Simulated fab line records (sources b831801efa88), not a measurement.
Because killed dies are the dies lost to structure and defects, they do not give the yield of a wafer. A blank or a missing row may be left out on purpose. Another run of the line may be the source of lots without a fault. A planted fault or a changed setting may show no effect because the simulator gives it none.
fab line records	flow sky130
[record] lots = 24	wafers = 72	lastDay = 51
route steps=708 shown LI_CONTACT@365 LOCAL_INTERCONNECT@402 METAL2@488 CAPM@539 VIA3@594 METAL4@599
lots that met no fault: from a run of the same line without faults
startH: start of the lot's first displayed wafer, in hours after the record's first day	waitH: time in hours since the lot's previous step	" the same as in the row above	L1.1+2: a row that stands for several wafers	- no value, or no start given	* or withheld: withheld	< > ~ a bound
route shown NAME@n: NAME is a module with steps in the file, n the number in the route of the first one	usual: mean/standard deviation taken from wafers without a fault	same: alike in all rows	chamber/n: place in a boat	sites: per-site readings	_std_site: the values' standard deviation	_edge_site: the outer-site mean with the inner-site mean subtracted	radiusMm: for every site, how far away it sits from the centre of the wafer	mask NAME#n: copy n	behind: tool/chamber where the wafer was last shaped	hold: reason for holding the lot/hours on hold/outcome of the hold	device: the transistor (n, p or np) that didn't switch	end of line: tests run on the same wafers once the route is complete	where a step has no rows: the recipe by itself	killed: not the wafer's yield, but the dies lost to structure and defects at the first sort	map: dies across one wafer; x = killed, . = not, _ = none there
set.NAME: the setting the step ran with; set.NAME@STEP: the setting that earlier step ran with	model.NAME: the simulator's own value behind a step, which no gauge read
route steps across a sampled set of lots; one table per step, one row per wafer
services: when a tool's chamber went out of use (startH, in hours from the record's first day, below 0 if earlier), for how many hours, and the reason
[[steps]]
[step SKY_LI_CONTACT_BOW_MEAS_03]
[recipe] mode = bow
[usual] LI_CONTACT_BOW = 56/7
lot.wafer	tool	chamber	startH	waitH	LI_CONTACT_BOW[um]
L074.1	filmMetro-04	-	652.73	0.1	59
L074.2	"	-	"	"	60
L074.3	"	-	"	"	63
L075.3	filmMetro-04	-	665.11	0.1	58
L075.5	"	-	"	"	60
L075.6	"	-	"	"	39
L076.2	filmMetro-04	-	669.10	0.1	61
L076.4	"	-	"	"	61
L076.5	"	-	"	"	74
L077.1	filmMetro-04	-	684.98	0.1	47
L077.2	"	-	"	"	60
L077.5	"	-	"	"	44
L079.1	filmMetro-04	-	705.54	0.2	52
L079.2	"	-	"	"	51
L079.5	"	-	"	"	57
L080.1	filmMetro-01	-	706.09	0.1	52
L080.2	"	-	"	"	61
L080.3	"	-	"	"	69
L078.1	filmMetro-04	-	706.38	0.1	61
L078.4	"	-	"	"	52
L078.6	"	-	"	"	56
L081.1	filmMetro-04	-	708.88	0.2	53
L081.3	"	-	"	"	59
L081.4	"	-	"	"	53
L082.1	filmMetro-03	-	729.39	0.1	50
L082.2	"	-	"	"	66
L082.4	"	-	"	"	57
L083.1	filmMetro-04	-	732.54	0.1	50
L083.4	"	-	"	"	60
L083.6	"	-	"	"	74
L085.2	filmMetro-01	-	741.06	0.2	51
L085.4	"	-	"	"	53
L085.5	"	-	"	"	59
L084.1	filmMetro-01	-	745.29	0.2	62
L084.3	"	-	"	"	62
L084.4	"	-	"	"	69
L086.2	filmMetro-04	-	748.70	0.1	46
L086.4	"	-	"	"	54
L086.5	"	-	"	"	50
L087.4	filmMetro-03	-	759.90	0.3	55
L087.5	"	-	"	"	52
L087.6	"	-	"	"	48
L088.1	filmMetro-04	-	765.93	0.1	53
L088.5	"	-	"	"	50
L088.6	"	-	"	"	60
L089.1	filmMetro-01	-	775.83	0.2	65
L089.5	"	-	"	"	55
L089.6	"	-	"	"	50
L090.2	filmMetro-01	-	784.35	0.2	41
L090.3	"	-	"	"	54
L090.4	"	-	"	"	55
L092.3	filmMetro-04	-	799.97	0.2	54
L092.5	"	-	"	"	51
L092.6	"	-	"	"	37
L091.1	filmMetro-03	-	804.04	0.1	58
L091.2	"	-	"	"	55
L091.4	"	-	"	"	58
L093.1	filmMetro-01	-	805.09	0.1	45
L093.5	"	-	"	"	73
L093.6	"	-	"	"	55
L094.1	filmMetro-04	-	815.84	0.1	56
L094.2	"	-	"	"	65
L094.6	"	-	"	"	47
L096.1	filmMetro-04	-	823.20	0.1	52
L096.3	"	-	"	"	61
L096.4	"	-	"	"	53
L095.1	filmMetro-04	-	830.21	0.2	54
L095.2	"	-	"	"	52
L095.4	"	-	"	"	46
L097.1	filmMetro-01	-	844.18	0.1	55
L097.5	"	-	"	"	59
L097.6	"	-	"	"	64
[step SKY_LOCAL_INTERCONNECT_STRIP_15]
[recipe] chemistry = O2/N2	powerW = 1400	pressureMtorr = 1500	platenTempC = withheld	o2FlowSccm = 3000	n2FlowSccm = 300	overashFraction = 0.5
[usual] drypumpMotorCurrentA = 6.12/0.23	oesProductAu = 0.427/0.0044	stripTimeToEndpointS = 4.722/0.022
lot.wafer	tool	chamber	startH	waitH	drypumpMotorCurrentA	oesProductAu	rfHoursCounterH	stripTimeToEndpointS
L074.1	plasmaAsher-04	0	710.81	0.0	6.05	0.430	28	4.727
L074.2	"	1	"	"	6.24	0.425	28	4.749
L074.3	"	1	"	"	6.24	0.423	-	4.756
L075.3	plasmaAsher-04	0	723.40	0.1	6.08	0.423	-	4.711
L075.5	"	0	"	"	6.08	0.421	-	4.680
L075.6	"	1	"	"	6.24	0.429	-	4.733
L076.2	plasmaAsher-04	1	727.01	0.0	6.22	0.429	30	4.715
L076.4	"	0	"	"	6.07	0.425	-	4.718
L076.5	"	1	"	"	6.22	0.418	-	4.713
L077.1	plasmaAsher-04	0	742.29	0.1	6.08	0.423	33	4.695
L077.2	"	1	"	"	6.23	0.427	33	4.714
L077.5	"	1	"	"	6.25	0.427	-	4.733
L079.1	plasmaAsher-04	1	763.31	0.1	6.20	0.428	35	4.709
L079.2	"	0	"	"	6.06	0.424	35	4.675
L079.5	"	1	"	"	6.21	0.426	-	4.715
L080.1	plasmaAsher-03	0	763.53	0.1	5.81	0.423	2	4.725
L080.2	"	1	"	"	6.52	0.431	2	4.717
L080.3	"	1	"	"	6.51	0.427	-	4.713
L078.1	plasmaAsher-03	1	764.11	0.0	6.52	0.424	2	4.766
L078.4	"	1	"	"	6.51	0.423	-	4.746
L078.6	"	1	"	"	6.50	0.431	-	4.758
L081.1	plasmaAsher-04	0	766.34	0.1	6.07	0.423	35	4.685
L081.3	"	0	"	"	6.07	0.425	-	4.686
L081.4	"	1	"	"	6.25	0.420	-	4.669
L082.1	plasmaAsher-04	1	785.67	0.0	6.24	0.426	37	4.736
L082.2	"	0	"	"	6.06	0.418	37	4.714
L082.4	"	0	"	"	6.08	0.427	-	4.701
L083.1	plasmaAsher-01	1	789.62	0.0	5.90	0.432	93	4.747
L083.4	"	1	"	"	5.89	0.420	-	4.712
L083.6	"	1	"	"	5.90	0.431	-	4.698
L085.2	plasmaAsher-04	1	797.09	0.1	6.24	0.421	38	4.693
L085.4	"	1	"	"	6.24	0.423	-	4.699
L085.5	"	0	"	"	6.06	0.432	-	4.718
L084.1	plasmaAsher-01	1	802.13	0.1	5.87	0.426	95	4.708
L084.3	"	0	"	"	6.18	0.429	-	4.690
L084.4	"	1	"	"	5.88	0.431	-	4.696
L086.2	plasmaAsher-01	1	805.47	0.0	5.89	0.418	95	4.701
L086.4	"	1	"	"	5.87	0.428	-	4.723
L086.5	"	0	"	"	6.16	0.432	-	4.714
L087.4	plasmaAsher-04	1	815.60	0.1	6.24	0.427	-	4.757
L087.5	"	0	"	"	6.08	0.426	-	4.751
L087.6	"	1	"	"	6.22	0.425	-	4.737
L088.1	plasmaAsher-03	1	821.67	0.0	6.56	0.431	8	4.720
L088.5	"	0	"	"	5.82	0.429	-	4.702
L088.6	"	1	"	"	6.50	0.429	-	4.724
L089.1	plasmaAsher-03	0	831.12	0.0	5.79	0.426	8	4.715
L089.5	"	1	"	"	6.48	0.430	-	4.722
L089.6	"	0	"	"	5.80	0.425	-	4.706
L090.2	plasmaAsher-04	1	839.26	0.0	6.24	0.430	42	4.744
L090.3	"	0	"	"	6.06	0.426	-	4.737
L090.4	"	1	"	"	6.22	0.433	-	4.730
L092.3	plasmaAsher-01	0	855.31	0.1	6.16	0.428	-	4.718
L092.5	"	1	"	"	5.91	0.426	-	4.716
L092.6	"	0	"	"	6.17	0.426	-	4.732
L091.1	plasmaAsher-03	1	858.87	0.0	6.48	0.425	11	4.745
L091.2	"	0	"	"	5.81	0.425	11	4.709
L091.4	"	0	"	"	5.80	0.424	-	4.726
L093.1	plasmaAsher-01	1	860.29	0.1	5.89	0.423	101	4.730
L093.5	"	0	"	"	6.16	0.422	-	4.734
L093.6	"	1	"	"	5.89	0.427	-	4.742
L094.1	plasmaAsher-03	1	871.34	0.1	6.51	0.429	13	4.747
L094.2	"	0	"	"	5.81	0.420	13	4.749
L094.6	"	0	"	"	5.82	0.432	-	4.729
L096.1	plasmaAsher-03	1	877.80	0.0	6.47	0.428	14	4.750
L096.3	"	1	"	"	6.50	0.425	-	4.720
L096.4	"	0	"	"	5.80	0.425	-	4.761
L095.1	plasmaAsher-01	1	884.37	0.0	5.90	0.432	103	4.713
L095.2	"	0	"	"	6.16	0.432	103	4.754
L095.4	"	1	"	"	5.91	0.431	-	4.743
L097.1	plasmaAsher-03	1	898.39	0.1	6.49	0.423	16	4.735
L097.5	"	0	"	"	5.83	0.427	-	4.737
L097.6	"	1	"	"	6.52	0.426	-	4.737
[step SKY_METAL2_RS_MEAS_05]
[recipe] thkMeasGauge = four-point-probe	reads = TiN_of_METAL2_SPUTTER_04+Ti_of_METAL2_SPUTTER_03+AlCu_of_METAL2_SPUTTER_02+TiN_of_METAL2_SPUTTER_01+Ti_of_METAL2_SPUTTER_00
[usual] METAL2_ALCU_RS = 0.1268/0.0016
lot.wafer	tool	chamber	startH	waitH	METAL2_ALCU_RS[ohm/sq]
L074.1	filmMetro-02	-	801.00	0.0	0.1278
L074.2	"	-	"	"	0.1265
L074.3	"	-	"	"	0.1259
L075.3	filmMetro-04	-	810.74	0.1	0.1266
L075.5	"	-	"	"	0.1266
L075.6	"	-	"	"	0.1254
L076.2	filmMetro-03	-	815.17	0.0	0.1283
L076.4	"	-	"	"	0.1294
L076.5	"	-	"	"	0.1278
L077.1	filmMetro-03	-	830.05	0.0	0.1286
L077.2	"	-	"	"	0.1271
L077.5	"	-	"	"	0.1275
L079.1	filmMetro-02	-	850.22	0.0	0.1300
L079.2	"	-	"	"	0.1302
L079.5	"	-	"	"	0.1300
L080.1	filmMetro-02	-	850.45	0.0	0.1269
L080.2	"	-	"	"	0.1261
L080.3	"	-	"	"	0.1244
L078.1	filmMetro-03	-	850.80	0.0	0.1285
L078.4	"	-	"	"	0.1262
L078.6	"	-	"	"	0.1274
L081.1	filmMetro-04	-	853.22	0.0	0.1280
L081.3	"	-	"	"	0.1264
L081.4	"	-	"	"	0.1268
L082.1	filmMetro-04	-	872.99	0.0	0.1270
L082.2	"	-	"	"	0.1288
L082.4	"	-	"	"	0.1266
L083.1	filmMetro-02	-	876.23	0.0	0.1238
L083.4	"	-	"	"	0.1259
L083.6	"	-	"	"	0.1259
L085.2	filmMetro-03	-	881.98	0.0	0.1308
L085.4	"	-	"	"	0.1281
L085.5	"	-	"	"	0.1297
L084.1	filmMetro-03	-	887.56	0.0	0.1282
L084.3	"	-	"	"	0.1264
L084.4	"	-	"	"	0.1280
L086.2	filmMetro-03	-	891.44	0.0	0.1283
L086.4	"	-	"	"	0.1269
L086.5	"	-	"	"	0.1270
L087.4	filmMetro-04	-	901.39	0.1	0.1286
L087.5	"	-	"	"	0.1279
L087.6	"	-	"	"	0.1268
L088.1	filmMetro-04	-	907.13	0.0	0.1258
L088.5	"	-	"	"	0.1248
L088.6	"	-	"	"	0.1272
L089.1	filmMetro-02	-	916.37	0.0	0.1260
L089.5	"	-	"	"	0.1242
L089.6	"	-	"	"	0.1237
L090.2	filmMetro-03	-	922.56	0.0	0.1270
L090.3	"	-	"	"	0.1291
L090.4	"	-	"	"	0.1269
L092.3	filmMetro-04	-	938.76	0.1	0.1241
L092.5	"	-	"	"	0.1256
L092.6	"	-	"	"	0.1238
L091.1	filmMetro-04	-	942.01	0.0	0.1250
L091.2	"	-	"	"	0.1248
L091.4	"	-	"	"	0.1254
L093.1	filmMetro-04	-	943.61	0.0	0.1263
L093.5	"	-	"	"	0.1276
L093.6	"	-	"	"	0.1261
L094.1	filmMetro-03	-	953.01	0.0	0.1247
L094.2	"	-	"	"	0.1247
L094.6	"	-	"	"	0.1241
L096.1	filmMetro-03	-	959.96	0.0	0.1278
L096.3	"	-	"	"	0.1276
L096.4	"	-	"	"	0.1281
L095.1	filmMetro-02	-	965.95	0.0	0.1249
L095.2	"	-	"	"	0.1257
L095.4	"	-	"	"	0.1256
L097.1	filmMetro-04	-	978.94	0.0	0.1254
L097.5	"	-	"	"	0.1270
L097.6	"	-	"	"	0.1258
[step SKY_CAPM_SPUTTER_02]
[recipe] material = TiN	targetThkNm = 200	tempC = 300	powerW = 6500	timeS = 166.7	chamberPressurePa = 0.3944
[usual] throttleValvePct = 29.8/0.99
lot.wafer	tool	chamber	startH	waitH	throttleValvePct
L074.1	pvdSputter-04	-	857.37	0.1	30.7
L074.2	"	-	"	"	28.8
L074.3	"	-	"	"	30.2
L075.3	pvdSputter-04	-	867.32	0.0	30.7
L075.5	"	-	"	"	30.5
L075.6	"	-	"	"	30.4
L076.2	pvdSputter-04	-	871.87	0.0	28.9
L076.4	"	-	"	"	30.2
L076.5	"	-	"	"	28.9
L077.1	pvdSputter-02	-	886.30	0.1	29.1
L077.2	"	-	"	"	27.4
L077.5	"	-	"	"	30.1
L079.1	pvdSputter-04	-	905.42	0.1	28.8
L079.2	"	-	"	"	30.4
L079.5	"	-	"	"	30.4
L080.1	pvdSputter-04	-	906.42	0.1	30.4
L080.2	"	-	"	"	30.5
L080.3	"	-	"	"	29.7
L078.1	pvdSputter-02	-	906.66	0.1	27.2
L078.4	"	-	"	"	30.1
L078.6	"	-	"	"	31.7
L081.1	pvdSputter-04	-	909.21	0.1	29.0
L081.3	"	-	"	"	30.6
L081.4	"	-	"	"	30.8
L082.1	pvdSputter-02	-	928.06	0.1	30.0
L082.2	"	-	"	"	31.2
L082.4	"	-	"	"	27.5
L083.1	pvdSputter-01	-	930.77	0.1	30.0
L083.4	"	-	"	"	30.5
L083.6	"	-	"	"	30.0
L085.2	pvdSputter-02	-	935.77	0.0	30.2
L085.4	"	-	"	"	31.5
L085.5	"	-	"	"	29.3
L084.1	pvdSputter-04	-	941.57	0.1	30.1
L084.3	"	-	"	"	28.7
L084.4	"	-	"	"	30.4
L086.2	pvdSputter-04	-	945.81	0.0	30.5
L086.4	"	-	"	"	29.8
L086.5	"	-	"	"	29.7
L087.4	pvdSputter-04	-	955.49	0.0	29.1
L087.5	"	-	"	"	29.1
L087.6	"	-	"	"	30.0
L088.1	pvdSputter-02	-	960.57	0.1	30.1
L088.5	"	-	"	"	29.9
L088.6	"	-	"	"	31.6
L089.1	pvdSputter-02	-	969.67	0.1	29.2
L089.5	"	-	"	"	30.0
L089.6	"	-	"	"	31.4
L090.2	pvdSputter-01	-	976.31	0.0	29.9
L090.3	"	-	"	"	30.3
L090.4	"	-	"	"	29.9
L092.3	pvdSputter-04	-	989.63	0.0	28.8
L092.5	"	-	"	"	30.4
L092.6	"	-	"	"	29.9
L091.1	pvdSputter-02	-	995.15	0.1	27.4
L091.2	"	-	"	"	29.2
L091.4	"	-	"	"	31.2
L093.1	pvdSputter-04	-	996.17	0.1	28.7
L093.5	"	-	"	"	29.8
L093.6	"	-	"	"	30.8
L094.1	pvdSputter-04	-	1004.02	0.1	29.1
L094.2	"	-	"	"	30.6
L094.6	"	-	"	"	30.6
L096.1	pvdSputter-01	-	1011.17	0.1	29.8
L096.3	"	-	"	"	30.2
L096.4	"	-	"	"	29.7
L095.1	pvdSputter-04	-	1016.53	0.1	28.8
L095.2	"	-	"	"	29.9
L095.4	"	-	"	"	30.7
L097.1	pvdSputter-04	-	1029.50	0.1	29.5
L097.5	"	-	"	"	30.5
L097.6	"	-	"	"	30.5
[step SKY_VIA3_CVD_21]
[recipe] material = W	targetThkNm = 390	timeS = 117.31	tempC = 400	pressureTorr = 40
[usual] heaterPowerW = 914/56
lot.wafer	tool	chamber	startH	waitH	heaterPowerW
L074.1	cvdW-01	1	937.75	0.0	926
L074.2	"	0	"	"	955
L074.3	"	1	"	"	951
L075.3	cvdW-01	1	946.44	0.1	953
L075.5	"	0	"	"	929
L075.6	"	1	"	"	940
L076.2	cvdW-02	1	950.46	0.0	915
L076.4	"	0	"	"	818
L076.5	"	1	"	"	928
L077.1	cvdW-01	0	964.31	0.0	915
L077.2	"	1	"	"	978
L077.5	"	0	"	"	928
L079.1	cvdW-01	1	981.55	0.0	974
L079.2	"	0	"	"	947
L079.5	"	0	"	"	952
L080.1	cvdW-02	1	982.48	0.0	923
L080.2	"	0	"	"	817
L080.3	"	1	"	"	916
L078.1	cvdW-02	0	983.32	0.0	788
L078.4	"	0	"	"	797
L078.6	"	1	"	"	952
L081.1	cvdW-01	0	985.91	0.0	950
L081.3	"	1	"	"	963
L081.4	"	0	"	"	928
L082.1	cvdW-01	1	1004.46	0.0	935
L082.2	"	0	"	"	956
L082.4	"	1	"	"	940
L083.1	cvdW-02	1	1006.60	0.0	925
L083.4	"	0	"	"	811
L083.6	"	1	"	"	925
L085.2	cvdW-02	0	1011.85	0.0	798
L085.4	"	1	"	"	933
L085.5	"	1	"	"	925
L084.1	cvdW-01	0	1017.66	0.0	953
L084.3	"	1	"	"	926
L084.4	"	0	"	"	941
L086.2	cvdW-01	0	1021.92	0.0	957
L086.4	"	0	"	"	952
L086.5	"	1	"	"	935
L087.4	cvdW-01	0	1030.24	0.1	933
L087.5	"	0	"	"	932
L087.6	"	1	"	"	961
L088.1	cvdW-01	1	1033.71	0.0	932
L088.5	"	1	"	"	979
L088.6	"	0	"	"	968
L089.1	cvdW-02	0	1043.22	0.0	821
L089.5	"	0	"	"	832
L089.6	"	1	"	"	922
L090.2	cvdW-02	0	1049.16	0.0	827
L090.3	"	0	"	"	802
L090.4	"	1	"	"	930
L092.3	cvdW-01	1	1061.44	0.1	934
L092.5	"	1	"	"	949
L092.6	"	0	"	"	933
L091.1	cvdW-01	0	1067.17	0.0	952
L091.2	"	1	"	"	987
L091.4	"	0	"	"	945
L093.1	cvdW-02	1	1067.47	0.0	944
L093.5	"	0	"	"	815
L093.6	"	1	"	"	947
L094.1	cvdW-01	1	1074.87	0.0	943
L094.2	"	0	"	"	934
L094.6	"	1	"	"	946
L096.1	cvdW-01	1	1082.47	0.0	970
L096.3	"	1	"	"	964
L096.4	"	0	"	"	953
L095.1	cvdW-02	0	1086.52	0.0	799
L095.2	"	1	"	"	934
L095.4	"	0	"	"	811
L097.1	cvdW-02	1	1097.12	0.0	927
L097.5	"	0	"	"	825
L097.6	"	1	"	"	907
[step SKY_METAL4_SPUTTER_01]
[recipe] material = TiN	targetThkNm = 20	powerW = 6500	timeS = 16.7	chamberPressurePa = 0.4
[usual] throttleValvePct = 30.0/0.63
lot.wafer	tool	chamber	startH	waitH	throttleValvePct
L074.1	pvdSputter-01	-	938.51	0.0	29.6
L074.2	"	-	"	"	29.7
L074.3	"	-	"	"	30.2
L075.3	pvdSputter-04	-	947.02	0.0	30.6
L075.5	"	-	"	"	29.7
L075.6	"	-	"	"	30.9
L076.2	pvdSputter-03	-	951.24	0.0	28.6
L076.4	"	-	"	"	30.2
L076.5	"	-	"	"	31.5
L077.1	pvdSputter-04	-	964.93	0.0	29.7
L077.2	"	-	"	"	29.2
L077.5	"	-	"	"	30.4
L079.1	pvdSputter-01	-	982.18	0.0	30.5
L079.2	"	-	"	"	29.8
L079.5	"	-	"	"	29.3
L080.1	pvdSputter-01	-	983.10	0.0	29.5
L080.2	"	-	"	"	30.4
L080.3	"	-	"	"	29.8
L078.1	pvdSputter-01	-	983.94	0.0	30.4
L078.4	"	-	"	"	29.4
L078.6	"	-	"	"	29.7
L081.1	pvdSputter-03	-	986.53	0.0	30.1
L081.3	"	-	"	"	31.6
L081.4	"	-	"	"	31.4
L082.1	pvdSputter-01	-	1005.09	0.0	29.5
L082.2	"	-	"	"	29.9
L082.4	"	-	"	"	30.5
L083.1	pvdSputter-04	-	1007.22	0.0	30.4
L083.4	"	-	"	"	29.8
L083.6	"	-	"	"	30.4
L085.2	pvdSputter-01	-	1012.47	0.0	30.4
L085.4	"	-	"	"	30.1
L085.5	"	-	"	"	29.3
L084.1	pvdSputter-01	-	1018.28	0.0	30.3
L084.3	"	-	"	"	30.0
L084.4	"	-	"	"	30.4
L086.2	pvdSputter-03	-	1022.54	0.0	30.2
L086.4	"	-	"	"	31.6
L086.5	"	-	"	"	30.0
L087.4	pvdSputter-04	-	1030.82	0.0	30.5
L087.5	"	-	"	"	29.0
L087.6	"	-	"	"	30.4
L088.1	pvdSputter-03	-	1034.34	0.0	30.2
L088.5	"	-	"	"	30.0
L088.6	"	-	"	"	31.6
L089.1	pvdSputter-01	-	1043.85	0.0	30.3
L089.5	"	-	"	"	29.7
L089.6	"	-	"	"	29.6
L090.2	pvdSputter-04	-	1049.78	0.0	30.7
L090.3	"	-	"	"	30.7
L090.4	"	-	"	"	29.0
L092.3	pvdSputter-04	-	1062.17	0.0	28.9
L092.5	"	-	"	"	30.6
L092.6	"	-	"	"	29.9
L091.1	pvdSputter-03	-	1067.81	0.0	31.4
L091.2	"	-	"	"	29.9
L091.4	"	-	"	"	28.6
L093.1	pvdSputter-04	-	1068.14	0.0	28.6
L093.5	"	-	"	"	30.6
L093.6	"	-	"	"	29.7
L094.1	pvdSputter-04	-	1075.49	0.0	29.6
L094.2	"	-	"	"	30.4
L094.6	"	-	"	"	30.5
L096.1	pvdSputter-04	-	1083.10	0.0	30.6
L096.3	"	-	"	"	29.9
L096.4	"	-	"	"	30.5
L095.1	pvdSputter-01	-	1087.38	0.0	30.4
L095.2	"	-	"	"	29.8
L095.4	"	-	"	"	29.9
L097.1	pvdSputter-01	-	1097.75	0.0	29.6
L097.5	"	-	"	"	29.7
L097.6	"	-	"	"	30.1
[[services]]
tool	chamber	startH	hours	kind
cvdW-01	-	725.82	0.8	repair
plasmaAsher-03	-	733.80	9.0	pm
cvdW-01	-	736.79	0.7	repair
pvdSputter-02	-	759.96	1.9	repair
pvdSputter-02	-	771.96	11.7	repair
plasmaAsher-04	-	773.84	3.5	repair
cvdW-01	-	827.64	0.4	repair
plasmaAsher-04	-	846.72	2.0	repair
plasmaAsher-04	-	867.82	10.3	repair
cvdW-01	-	904.00	14.0	pm
plasmaAsher-04	-	914.48	2.8	pm
pvdSputter-04	-	927.69	6.7	repair
cvdW-01	-	944.92	0.8	repair
pvdSputter-04	-	950.27	2.5	repair
pvdSputter-04	-	960.25	0.5	repair
cvdW-01	-	966.15	2.8	pm
pvdSputter-04	-	1010.21	1.1	repair
pvdSputter-04	-	1039.13	1.6	repair
cvdW-01	0	1046.10	4.1	repair
cvdW-02	-	1066.21	0.5	repair
plasmaAsher-04	-	1076.60	5.4	repair
plasmaAsher-04	-	1086.10	2.4	repair
cvdW-01	0	1092.70	4.0	repair
cvdW-02	-	1095.16	0.9	repair
[[key]]
fault none
